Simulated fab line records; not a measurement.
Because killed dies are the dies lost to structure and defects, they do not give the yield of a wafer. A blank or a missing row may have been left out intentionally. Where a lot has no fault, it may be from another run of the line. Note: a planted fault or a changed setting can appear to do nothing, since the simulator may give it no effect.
fab line records ; flow sky130
[record] lots = 12; wafers = 33; last-day = 50
route steps=708 shown LI_CONTACT@365 CONTACT@411 CAPM@540 PAD_OPEN@708
lots that met no fault: from a run of the same line without faults
start-h: start of the lot's first displayed wafer, in hours after the record's first day ; wait-h: hours since the lot's step before ; " same as the row above ; L1.1+2: a single row standing in for several wafers ; - no value present, or no start provided ; * or withheld: withheld ; < > ~ a bound
route shown NAME@n: a module of which the file shows steps, and the number in the route of the first ; usual: mean/standard deviation taken from wafers without a fault ; same: alike in all rows ; chamber/n: place in a boat ; sites: each site's reading ; _std_site: the standard deviation of these ; _edge_site: inner sites' mean taken away from outer sites' mean ; radius-mm: how far each site lies from the wafer's centre ; mask NAME#n: copy n ; behind: the most recent tool/chamber to have shaped the wafer ; hold: what put the lot on hold/how long, in hours/how the hold closed ; device: transistor that didn't switch, given as n, p or np ; end of line: the same wafers' tests at the end of the route ; a step without rows: its recipe alone ; killed: at the first sort, the dies lost to defects and structure; wafer yield is something else ; map: the dies of a wafer, with x for killed, . for not killed, _ for no die there
set.NAME: the setting that was run; set.NAME@STEP: the one run at that earlier step ; model.NAME: the simulator's own value behind a step, which no gauge read
a sample of lots followed through the steps of the route, with each step as a table and each wafer as a row
services: the hour from which a tool's chamber was out of use, counted from the record's first day as start-h (under 0 if before that day), plus the number of hours and why
[[steps]]
[step SKY_LI_CONTACT_BOW_MEAS_03]
[recipe] mode = bow
[usual] LI_CONTACT_BOW = 57/7.3
lot.wafer;tool;chamber;start-h;wait-h;LI_CONTACT_BOW[um]
L161.1;film-metro-03;-;643.26;0.2;49
L161.4;film-metro-03;-;643.26;0.2;58
L161.6;film-metro-03;-;643.26;0.2;66
L162.1;film-metro-04;-;652.84;0.1;63
L162.2;film-metro-04;-;652.84;0.1;58
L162.6;film-metro-04;-;652.84;0.1;59
L165.3;film-metro-02;-;687.90;0.2;55
L165.5;film-metro-02;-;687.90;0.2;36
L165.6;film-metro-02;-;687.90;0.2;59
L167.3;film-metro-04;-;700.43;0.1;61
L167.5;film-metro-04;-;700.43;0.1;48
L167.6;film-metro-04;-;700.43;0.1;55
L169.2;film-metro-02;-;719.36;0.2;61
L169.5;film-metro-02;-;719.36;0.2;48
L169.6;film-metro-02;-;719.36;0.2;48
L172.1;film-metro-04;-;746.68;0.1;64
L172.4;film-metro-04;-;746.68;0.1;61
L172.6;film-metro-04;-;746.68;0.1;67
L175.2;film-metro-03;-;764.30;0.2;66
L175.3;film-metro-03;-;764.30;0.2;48
L177.1;film-metro-04;-;773.46;0.2;63
L177.2;film-metro-04;-;773.46;0.2;75
L177.3;film-metro-04;-;773.46;0.2;57
L178.3;film-metro-03;-;784.66;0.3;47
L178.5;film-metro-03;-;784.66;0.3;47
L179.3;film-metro-02;-;798.27;0.1;55
L179.5;film-metro-02;-;798.27;0.1;46
L181.2;film-metro-02;-;810.46;0.2;56
L181.3;film-metro-02;-;810.46;0.2;55
L181.4;film-metro-02;-;810.46;0.2;47
L184.1;film-metro-03;-;831.38;0.1;57
L184.2;film-metro-03;-;831.38;0.1;61
L184.5;film-metro-03;-;831.38;0.1;63
[step SKY_CONTACT_BOW_MEAS_05]
[recipe] mode = bow
[usual] CONTACT_BOW = 82/7.3
lot.wafer;tool;chamber;start-h;wait-h;CONTACT_BOW[um]
L161.1;film-metro-02;-;702.85;0.1;76
L161.4;film-metro-02;-;702.85;0.1;83
L161.6;film-metro-02;-;702.85;0.1;91
L162.1;film-metro-02;-;711.87;0.2;89
L162.2;film-metro-02;-;711.87;0.2;83
L162.6;film-metro-02;-;711.87;0.2;83
L165.3;film-metro-01;-;746.42;0.2;81
L165.5;film-metro-01;-;746.42;0.2;62
L165.6;film-metro-01;-;746.42;0.2;83
L167.3;film-metro-01;-;758.77;0.1;88
L167.5;film-metro-01;-;758.77;0.1;74
L167.6;film-metro-01;-;758.77;0.1;82
L169.2;film-metro-03;-;775.78;0.3;85
L169.5;film-metro-03;-;775.78;0.3;72
L169.6;film-metro-03;-;775.78;0.3;71
L172.1;film-metro-02;-;802.71;0.2;90
L172.4;film-metro-02;-;802.71;0.2;88
L172.6;film-metro-02;-;802.71;0.2;93
L175.2;film-metro-03;-;820.92;0.2;95
L175.3;film-metro-03;-;820.92;0.2;75
L177.1;film-metro-01;-;828.89;0.2;88
L177.2;film-metro-01;-;828.89;0.2;99
L177.3;film-metro-01;-;828.89;0.2;82
L178.3;film-metro-01;-;841.30;0.3;75
L178.5;film-metro-01;-;841.30;0.3;74
L179.3;film-metro-02;-;854.44;0.2;80
L179.5;film-metro-02;-;854.44;0.2;71
L181.2;film-metro-01;-;865.82;0.1;81
L181.3;film-metro-01;-;865.82;0.1;83
L181.4;film-metro-01;-;865.82;0.1;76
L184.1;film-metro-02;-;885.75;0.1;80
L184.2;film-metro-02;-;885.75;0.1;86
L184.5;film-metro-02;-;885.75;0.1;88
[step SKY_CONTACT_COAT_09]
[recipe] resist = KrF-thick; spin-rpm = 3000; resist-thk-nm = 450
[usual] dispense-pressure-kPa = 52.4/1.5
lot.wafer;tool;chamber;start-h;wait-h;dispense-pressure-kPa
L161.1;litho-track-01;0;717;-;52.7
L161.4;litho-track-01;0;717;-;52.7
L161.6;litho-track-01;0;717;-;52.7
L162.1;litho-track-02;0;725;-;54.2
L162.2;litho-track-02;0;725;-;54.2
L162.6;litho-track-02;0;725;-;54.2
L165.3;litho-track-04;0;759;-;50.0
L165.5;litho-track-04;0;759;-;50.0
L165.6;litho-track-04;0;759;-;50.0
L167.3;litho-track-04;0;772;-;50.0
L167.5;litho-track-04;0;772;-;50.0
L167.6;litho-track-04;0;772;-;50.0
L169.2;litho-track-01;0;788;-;52.6
L169.5;litho-track-01;0;788;-;52.6
L169.6;litho-track-01;0;788;-;52.6
L172.1;litho-track-02;0;815;-;54.1
L172.4;litho-track-02;0;815;-;54.1
L172.6;litho-track-02;0;815;-;54.1
L175.2;litho-track-02;0;833;-;54.2
L175.3;litho-track-02;0;833;-;54.1
L177.1;litho-track-01;0;841;-;52.6
L177.2;litho-track-01;0;841;-;52.6
L177.3;litho-track-01;0;841;-;52.6
L178.3;litho-track-02;0;853;-;54.1
L178.5;litho-track-02;0;853;-;54.1
L179.3;litho-track-02;0;867;-;54.2
L179.5;litho-track-02;0;867;-;54.1
L181.2;litho-track-04;0;879;-;49.9
L181.3;litho-track-04;0;879;-;49.9
L181.4;litho-track-04;0;879;-;50.0
L184.1;litho-track-01;0;898;-;52.6
L184.2;litho-track-01;0;898;-;52.6
L184.5;litho-track-01;0;898;-;52.6
[step SKY_CONTACT_OVL_MEAS_15]
[usual] CONTACT_OVL = 4/5.1
lot.wafer;tool;chamber;start-h;wait-h;CONTACT_OVL[nm]
L161.1;overlay-02;-;731.01;0.1;9
L161.4;overlay-02;-;731.01;0.1;4
L161.6;overlay-02;-;731.01;0.1;9
L162.1;overlay-02;-;739.45;0.1;-3
L162.2;overlay-02;-;739.45;0.1;-6
L162.6;overlay-02;-;739.45;0.1;6
L165.3;overlay-02;-;773.66;0.1;0
L165.5;overlay-02;-;773.66;0.1;4
L165.6;overlay-02;-;773.66;0.1;0
L167.3;overlay-02;-;785.44;0.1;1
L167.5;overlay-02;-;785.44;0.1;-2
L167.6;overlay-02;-;785.44;0.1;-3
L169.2;overlay-01;-;802.24;0.1;0
L169.5;overlay-01;-;802.24;0.1;-5
L169.6;overlay-01;-;802.24;0.1;-2
L172.1;overlay-01;-;829.20;0.1;0
L172.4;overlay-01;-;829.20;0.1;-2
L172.6;overlay-01;-;829.20;0.1;-4
L175.2;overlay-02;-;847.54;0.1;10
L175.3;overlay-02;-;847.54;0.1;8
L177.1;overlay-01;-;855.00;0.1;7
L177.2;overlay-01;-;855.00;0.1;2
L177.3;overlay-01;-;855.00;0.1;1
L178.3;overlay-02;-;866.89;0.1;11
L178.5;overlay-02;-;866.89;0.1;0
L179.3;overlay-02;-;880.51;0.1;5
L179.5;overlay-02;-;880.51;0.1;6
L181.2;overlay-02;-;892.24;0.1;5
L181.3;overlay-02;-;892.24;0.1;1
L181.4;overlay-02;-;892.24;0.1;8
L184.1;overlay-02;-;910.82;0.1;-4
L184.2;overlay-02;-;910.82;0.1;0
L184.5;overlay-02;-;910.82;0.1;7
[step SKY_CONTACT_STRIP_19]
[recipe] chemistry = O2/N2; power-w = 1400; pressure-mtorr = 1500; platen-temp-c = withheld; o2-flow-sccm = 3000; n2-flow-sccm = 300; overash-fraction = 0.5
[usual] drypump-motor-current-A = 5.6/0.64; oes-product-au = 0.380/0.0049; strip-time-to-endpoint-s = 3.60/0.034
lot.wafer;tool;chamber;start-h;wait-h;drypump-motor-current-A;oes-product-au;rf-hours-counter-h;strip-time-to-endpoint-s
L161.1;plasma-asher-03;0;731.18;-;5.4;0.382;105;3.63
L161.4;plasma-asher-03;0;731.18;-;5.4;0.377;-;3.59
L161.6;plasma-asher-03;0;731.18;-;5.4;0.385;-;3.61
L162.1;plasma-asher-01;1;739.62;-;4.8;0.379;62;3.61
L162.2;plasma-asher-01;0;739.62;-;5.0;0.387;62;3.64
L162.6;plasma-asher-01;0;739.62;-;5.0;0.377;-;3.61
L165.3;plasma-asher-01;1;773.85;-;4.8;0.370;-;3.58
L165.5;plasma-asher-01;0;773.85;-;5.0;0.379;-;3.57
L165.6;plasma-asher-01;1;773.85;-;4.8;0.382;-;3.56
L167.3;plasma-asher-01;1;785.63;-;4.8;0.388;-;3.63
L167.5;plasma-asher-01;0;785.63;-;5.0;0.381;-;3.57
L167.6;plasma-asher-01;1;785.63;-;4.8;0.384;-;3.68
L169.2;plasma-asher-02;0;802.40;-;6.5;0.383;31;3.67
L169.5;plasma-asher-02;0;802.40;-;6.5;0.385;-;3.69
L169.6;plasma-asher-02;1;802.40;-;5.8;0.377;-;3.59
L172.1;plasma-asher-03;0;829.37;-;5.4;0.374;10;3.55
L172.4;plasma-asher-03;0;829.37;-;5.4;0.372;-;3.58
L172.6;plasma-asher-03;1;829.37;-;6.3;0.371;-;3.58
L175.2;plasma-asher-02;0;847.70;-;6.6;0.385;35;3.61
L175.3;plasma-asher-02;0;847.70;-;6.6;0.392;-;3.86
L177.1;plasma-asher-03;1;855.17;-;6.4;0.378;13;3.61
L177.2;plasma-asher-03;0;855.17;-;5.4;0.379;13;3.56
L177.3;plasma-asher-03;1;855.17;-;6.3;0.380;-;3.58
L178.3;plasma-asher-02;0;867.08;-;6.6;0.389;-;3.82
L178.5;plasma-asher-02;0;867.08;-;6.6;0.395;-;3.83
L179.3;plasma-asher-02;1;880.70;-;5.8;0.390;-;3.86
L179.5;plasma-asher-02;1;880.70;-;5.7;0.391;-;3.83
L181.2;plasma-asher-03;1;892.40;-;6.4;0.380;17;3.60
L181.3;plasma-asher-03;0;892.40;-;5.4;0.385;-;3.57
L181.4;plasma-asher-03;1;892.40;-;6.3;0.380;-;3.62
L184.1;plasma-asher-03;0;910.98;-;5.4;0.373;18;3.52
L184.2;plasma-asher-03;1;910.98;-;6.4;0.374;18;3.56
L184.5;plasma-asher-03;0;910.98;-;5.4;0.369;-;3.56
[step SKY_CAPM_RS_MEAS_03]
[recipe] thk-meas-gauge = four-point-probe; reads = TiN_of_CAPM_SPUTTER_02
[usual] CAPM_TIN_RS = 6.94/0.079
lot.wafer;tool;chamber;start-h;wait-h;hold;CAPM_TIN_RS[ohm/sq]
L161.1;film-metro-04;-;844.82;0.1;-;6.90
L161.4;film-metro-04;-;844.82;0.1;-;7.03
L161.6;film-metro-04;-;844.82;0.1;-;7.06
L162.1;film-metro-04;-;854.42;0.1;-;6.94
L162.2;film-metro-04;-;854.42;0.1;-;6.92
L162.6;film-metro-04;-;854.42;0.1;-;6.87
L165.3;film-metro-04;-;885.84;0.1;-;6.88
L165.5;film-metro-04;-;885.84;0.1;-;6.91
L165.6;film-metro-04;-;885.84;0.1;-;6.88
L167.3;film-metro-04;-;898.17;0.1;-;6.95
L167.5;film-metro-04;-;898.17;0.1;-;6.88
L167.6;film-metro-04;-;898.17;0.1;-;6.93
L169.2;film-metro-01;-;914.89;0.1;-;6.94
L169.5;film-metro-01;-;914.89;0.1;-;7.09
L169.6;film-metro-01;-;914.89;0.1;-;6.93
L172.1;film-metro-01;-;939.90;0.1;-;6.92
L172.4;film-metro-01;-;939.90;0.1;-;6.86
L172.6;film-metro-01;-;939.90;0.1;-;7.00
L175.2;film-metro-03;-;955.94;0.1;-;7.05
L175.3;film-metro-03;-;955.94;0.1;-;7.09
L177.1;film-metro-01;-;963.37;0.1;-;6.91
L177.2;film-metro-01;-;963.37;0.1;-;6.90
L177.3;film-metro-01;-;963.37;0.1;-;6.83
L178.3;film-metro-03;-;974.42;0.1;await-dispo/0.2h/release;6.95
L178.5;film-metro-03;-;974.42;0.1;await-dispo/0.2h/release;6.93
L178.3;film-metro-03;-;974.82;0.4;-;6.96
L178.5;film-metro-03;-;974.82;0.4;-;6.92
L179.3;film-metro-03;-;987.26;0.1;await-dispo/0.2h/release;6.88
L179.5;film-metro-03;-;987.26;0.1;await-dispo/0.2h/release;7.00
L179.3;film-metro-03;-;987.54;0.3;-;6.88
L179.5;film-metro-03;-;987.54;0.3;-;6.98
L181.2;film-metro-04;-;998.12;0.1;-;6.88
L181.3;film-metro-04;-;998.12;0.1;-;6.96
L181.4;film-metro-04;-;998.12;0.1;-;6.96
L184.1;film-metro-04;-;1015.67;0.1;-;7.05
L184.2;film-metro-04;-;1015.67;0.1;-;6.91
L184.5;film-metro-04;-;1015.67;0.1;-;7.02
[step SKY_CAPM_THK_MEAS_04]
[recipe] thk-meas-gauge = xrf; reads = TiN_of_CAPM_SPUTTER_02
[usual] CAPM_TIN_THK = 196.3/2.3
lot.wafer;tool;chamber;start-h;wait-h;hold;CAPM_TIN_THK[nm]
L161.1;film-metro-04;-;844.94;0.1;-;198.0
L161.4;film-metro-04;-;844.94;0.1;-;193.5
L161.6;film-metro-04;-;844.94;0.1;-;193.8
L162.1;film-metro-04;-;854.54;0.1;-;195.9
L162.2;film-metro-04;-;854.54;0.1;-;197.0
L162.6;film-metro-04;-;854.54;0.1;-;199.2
L165.3;film-metro-04;-;885.94;0.1;-;198.7
L165.5;film-metro-04;-;885.94;0.1;-;197.9
L165.6;film-metro-04;-;885.94;0.1;-;197.9
L167.3;film-metro-04;-;898.27;0.1;-;195.9
L167.5;film-metro-04;-;898.27;0.1;-;197.3
L167.6;film-metro-04;-;898.27;0.1;-;196.5
L169.2;film-metro-01;-;915.00;0.1;-;196.1
L169.5;film-metro-01;-;915.00;0.1;-;192.4
L169.6;film-metro-01;-;915.00;0.1;-;195.5
L172.1;film-metro-01;-;940.02;0.1;-;196.1
L172.4;film-metro-01;-;940.02;0.1;-;199.3
L172.6;film-metro-01;-;940.02;0.1;-;194.9
L175.2;film-metro-03;-;956.05;0.1;-;191.9
L175.3;film-metro-03;-;956.05;0.1;-;190.5
L177.1;film-metro-01;-;963.49;0.1;-;197.3
L177.2;film-metro-01;-;963.49;0.1;-;197.6
L177.3;film-metro-01;-;963.49;0.1;-;199.3
L178.3;film-metro-03;-;981.83;7.0;await-dispo/0.2h/release;195.8
L178.5;film-metro-03;-;981.83;7.0;await-dispo/0.2h/release;196.7
L178.3;film-metro-03;-;982.06;0.2;-;194.4
L178.5;film-metro-03;-;982.06;0.2;-;196.4
L179.3;film-metro-03;-;989.74;2.2;await-dispo/0.2h/release;196.7
L179.5;film-metro-03;-;989.74;2.2;await-dispo/0.2h/release;194.9
L179.3;film-metro-03;-;989.97;0.2;-;196.2
L179.5;film-metro-03;-;989.97;0.2;-;194.5
L181.2;film-metro-04;-;998.23;0.1;-;199.2
L181.3;film-metro-04;-;998.23;0.1;-;195.5
L181.4;film-metro-04;-;998.23;0.1;-;196.4
L184.1;film-metro-04;-;1015.79;0.1;-;194.2
L184.2;film-metro-04;-;1015.79;0.1;-;196.8
L184.5;film-metro-04;-;1015.79;0.1;-;193.2
[step SKY_PAD_OPEN_PROBE_99]
[usual] killed_at_M0_to_M3 = 43/7.7; killed_at_M4_up = 3.1/1.7; killed-at-contacts = 23/4.8; killed-at-front-end = 15/4.5; killed-at-other = 0.3/0.58; killed-dies = 85/10; killed-open = 46/7.5; killed-short = 38/6.5
[same] gross-dies = 492; killed-at-back-side = 0
lot.wafer;tool;chamber;start-h;wait-h;killed_at_M0_to_M3;killed_at_M4_up;killed-at-contacts;killed-at-front-end;killed-at-other;killed-dies;killed-open;killed-short
L167.6;prober-01;-;1116.83;0.2;34;3;22;23;0;82;48;34
// killed by level:class
L167.6 VIA1:geometric-particle:open=10 FIELD_ISO:geometric-particle:short=9 CONTACT:geometric-particle:short=9 FIELD_ISO:geometric-particle:open=8 CONTACT:geometric-particle:open=8 VIA2:geometric-particle:open=6 LI_CONTACT:geometric-particle:open=4 VIA3:geometric-particle:open=4
[[services]]
tool;chamber;start-h;hours;kind
plasma-asher-01;-;708.49;2.0;repair
plasma-asher-03;-;733.75;9.0;pm
plasma-asher-03;0;733.75;9.0;vent-cycle
plasma-asher-03;1;733.75;9.0;vent-cycle
plasma-asher-02;-;741.02;45.4;pm
plasma-asher-03;0;742.75;-;clean
plasma-asher-03;1;742.75;-;clean
plasma-asher-02;-;837.87;0.9;repair
plasma-asher-01;-;879.74;0.4;repair
[[key]]
[first-sign] step = SKY_CONTACT_STRIP_19; reading = strip-time-to-endpoint-s; direction = up; sigmas = 7; usual = *; struck = *
effect none on later readings
met-at SKY_CONTACT_COAT_09
struck-lots L175,L178,L179
struck-wafers L175.3,L178.3,L178.5,L179.3,L179.5
tester-left-out L175,L178,L179
not-acting-at SKY_LI_CONTACT_BOW_MEAS_03,SKY_CONTACT_BOW_MEAS_05,SKY_CONTACT_OVL_MEAS_15
onset-between 815 833
[fault] kind = process-parameter-drift; tool = litho-track-02; chamber = -; onset-h = 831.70; steps = SKY_CONTACT_COAT_09; channel = resist-thk-nm; offset = 22.497; shape = step; end-h = 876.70; scope = struck-wafers-only; acts-in = these-recipes-only; stated = 450
// tester-left-out: of these lots the tester's yield and bins aren't shown, on N5 and GAA mostly nor the transistor test; their killed dies are dies lost to structure and defects alone, not to doping, threshold or leakage, so they don't give the yield
